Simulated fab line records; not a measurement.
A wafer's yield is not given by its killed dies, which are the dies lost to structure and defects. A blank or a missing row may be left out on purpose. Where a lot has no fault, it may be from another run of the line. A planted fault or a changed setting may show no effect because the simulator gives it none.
What tool caused it?    flow sky130    11 lots, 33 wafers sampled, at 5 steps of a route of 708

WHAT THE GAUGES SHOWED, per wafer
SKY_VIA4_THK_MEAS_01. Usual: for VIA4_HDPCVD_THK the level is 1751 nm and the standard deviation is 16.
lot   measured      on            VIA4_HDPCVD_THK (nm)  flag
L176  day 41 15:28  filmMetro-02  1738 1733 1757        
L178  day 42 02:44  filmMetro-03  1757 1782 1769        
L181  day 43 20:58  filmMetro-01  1753 1748 1760        
L185  day 44 07:04  filmMetro-02  1744 1754 1737        
L186  day 44 11:41  filmMetro-01  1757 1766 1767        
L189  day 45 12:29  filmMetro-02  1768 1732 1745        
L191  day 45 21:33  filmMetro-03  2593 2641 2601        OFF
L192  day 46 02:58  filmMetro-02  1746 1761 1763        
L193  day 46 09:31  filmMetro-02  2644 2643 2628        OFF
L194  day 46 14:20  filmMetro-03  2597 2606 2591        OFF
L197  day 47 17:35  filmMetro-01  1747 1738 1745        

WHICH TOOL RAN EACH LOT (tool, then ch and the chambers of the sampled wafers, then the start)
lot   SKY_METAL4_SPUTTER_02        SKY_CAP2M_CVD_00                 SKY_CAP2M_STRIP_14                   SKY_VIA4_HDPCVD_00
L176  pvdSputter-02, day 39 14:08  pecvd-01 ch 0,2, day 39 14:14    plasmaAsher-03 ch 1, day 40 14:31    hdpcvd-01 ch 0,1, day 41 15:17
L178  pvdSputter-04, day 40 00:17  pecvd-02 ch 0,1,2, day 40 00:24  plasmaAsher-01 ch 0,1, day 41 00:53  hdpcvd-01 ch 0,1,2, day 42 02:33
L181  pvdSputter-04, day 41 21:48  pecvd-04 ch 0,1,2, day 41 21:55  plasmaAsher-01 ch 0,1, day 42 20:49  hdpcvd-02 ch 0,1, day 43 20:46
L185  pvdSputter-02, day 42 07:45  pecvd-01 ch 1,2, day 42 07:52    plasmaAsher-04 ch 0,1, day 43 07:01  hdpcvd-01 ch 0,1,2, day 44 06:53
L186  pvdSputter-04, day 42 11:43  pecvd-02 ch 0,2, day 42 11:50    plasmaAsher-01 ch 0,1, day 43 11:07  hdpcvd-01 ch 0,1, day 44 11:30
L189  pvdSputter-01, day 43 14:22  pecvd-04 ch 0,2, day 43 14:28    plasmaAsher-03 ch 0,1, day 44 13:01  hdpcvd-01 ch 0,2, day 45 12:18
L191  pvdSputter-01, day 44 00:07  pecvd-01 ch 0,1, day 44 00:13    plasmaAsher-04 ch 0,1, day 44 22:01  hdpcvd-01 ch 0,2, day 45 21:22
L192  pvdSputter-01, day 44 06:11  pecvd-04 ch 1,2, day 44 06:17    plasmaAsher-04 ch 0,1, day 45 03:52  hdpcvd-02 ch 1,2, day 46 02:47
L193  pvdSputter-01, day 44 12:44  pecvd-01 ch 0,1,2, day 44 12:50  plasmaAsher-04 ch 0, day 45 10:31    hdpcvd-01 ch 0,1, day 46 09:20
L194  pvdSputter-02, day 44 19:15  pecvd-02 ch 0,2, day 44 19:22    plasmaAsher-01 ch 0,1, day 45 16:39  hdpcvd-01 ch 0,1,2, day 46 14:13
L197  pvdSputter-02, day 45 23:40  pecvd-02 ch 0,2, day 45 23:47    plasmaAsher-03 ch 0,1, day 46 19:52  hdpcvd-02 ch 0,2, day 47 17:23
- SKY_METAL4_SPUTTER_02: material AlCu, target thk 735 nm, time 39.1 s.
- SKY_CAP2M_CVD_00: deposits SiO2, target thk 15.5 nm.
- SKY_CAP2M_STRIP_14: strips in O2/N2.
- SKY_VIA4_HDPCVD_00: deposits SiO2, target thk 1750 nm, time 291.7 s.

WHAT THE TOOLS THEMSELVES READ (means of the sampled wafers that have a number; where no wafer has one, the mark that the record gives instead)
SKY_METAL4_SPUTTER_02. Usual: cathodeDcPowerW 10600 W, standard deviation 2.1; throttleValvePct 29.7 %, standard deviation 0.81.
lot   tool           cathodeDcPowerW (W)  throttleValvePct (%)  flag
L176  pvdSputter-02  10600                29.7                  
L178  pvdSputter-04  10597                30.3                  
L181  pvdSputter-04  10600                30.2                  
L185  pvdSputter-02  10602                30.0                  
L186  pvdSputter-04  10602                30.1                  
L189  pvdSputter-01  10601                29.3                  
L191  pvdSputter-01  10599                29.6                  
L192  pvdSputter-01  10599                29.7                  
L193  pvdSputter-01  10600                30.0                  
L194  pvdSputter-02  10602                30.0                  
L197  pvdSputter-02  10602                29.9                  

SKY_CAP2M_CVD_00. Usual: heaterPowerW reads 722 W (standard deviation 120).
lot   tool      heaterPowerW (W)  flag
L176  pecvd-01  682               
L178  pecvd-02  657               
L181  pecvd-04  698               
L185  pecvd-01  793               
L186  pecvd-02  590               
L189  pecvd-04  637               
L191  pecvd-01  745               
L192  pecvd-04  708               
L193  pecvd-01  746               
L194  pecvd-02  647               
L197  pecvd-02  601               

SKY_CAP2M_STRIP_14. Usual: drypumpMotorCurrentA 5.9 A, standard deviation 0.32; oesProductAu 0.711 a.u., standard deviation 0.0046; stripTimeToEndpointS 12.66 s, standard deviation 0.046.
lot   tool            drypumpMotorCurrentA (A)  oesProductAu (a.u.)  stripTimeToEndpointS (s)  flag
L176  plasmaAsher-03  5.7                       0.710                12.73                     
L178  plasmaAsher-01  6.2                       0.711                12.71                     
L181  plasmaAsher-01  6.2                       0.711                12.70                     
L185  plasmaAsher-04  5.5                       0.712                12.65                     
L186  plasmaAsher-01  6.2                       0.709                12.65                     
L189  plasmaAsher-03  5.8                       0.714                12.69                     
L191  plasmaAsher-04  5.5                       0.708                12.63                     
L192  plasmaAsher-04  5.5                       0.709                12.64                     
L193  plasmaAsher-04  5.5                       0.714                12.61                     
L194  plasmaAsher-01  6.3                       0.711                12.65                     
L197  plasmaAsher-03  5.8                       0.708                12.60                     

SKY_VIA4_HDPCVD_00. Usual: sih4FlowSccm reads 60.02 sccm (standard deviation 0.16).
lot   tool       sih4FlowSccm (sccm)  flag
L176  hdpcvd-01  59.87                
L178  hdpcvd-01  60.11                
L181  hdpcvd-02  59.97                
L185  hdpcvd-01  59.99                
L186  hdpcvd-01  59.93                
L189  hdpcvd-01  60.10                
L191  hdpcvd-01  90.14                OFF
L192  hdpcvd-02  60.02                
L193  hdpcvd-01  90.00                OFF
L194  hdpcvd-01  90.10                OFF
L197  hdpcvd-02  60.03                

THE ANSWER, worked out from the rows above alone
Rule: lot off if the mean of its wafers having a number is beyond 3 standard deviations from the usual mean. A lot without any number at a reading at which 4 lots or more have one is off too. Any other lot the step has rows for is counted as sound. The gauges are gone through in route order, then the tools' own readings, and for those a lot's mean is taken as printed above. At the first step where some lot is off, the reading lying furthest off is the one used; lots without a number count as furthest.
Off: L191, L193, L194, seen at SKY_VIA4_THK_MEAS_01 (VIA4_HDPCVD_THK).
If a tool, at a process step before that reading, ran all the lots that are off and no sound lot after the first of them, it fits. Not tried: the gauges at SKY_VIA4_THK_MEAS_01; whatever is off there is also off at SKY_VIA4_HDPCVD_00, on other tools, and gauge error can't account for it. One candidate fits, namely hdpcvd-01 at SKY_VIA4_HDPCVD_00. A fault onset in the window from L189 (day 45 12:18, its last sound lot) to L191 (day 45 21:22, its first lot off) fits.
The tool's own readings at SKY_VIA4_HDPCVD_00 bear it out: on the lots that are off they differ by more than 5 times the standard deviation of the sound lots' means. sih4FlowSccm reads 90.08 sccm there against 60.00 sccm on the sound lots.

WHAT THE SIMULATOR PUT IN
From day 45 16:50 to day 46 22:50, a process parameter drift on hdpcvd-01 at SKY_VIA4_HDPCVD_00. From 60, the setting sih4FlowSccm moved by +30. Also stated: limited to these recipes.
Shown lots that were struck: L191, L193, L194. The rule above reached the same finding.
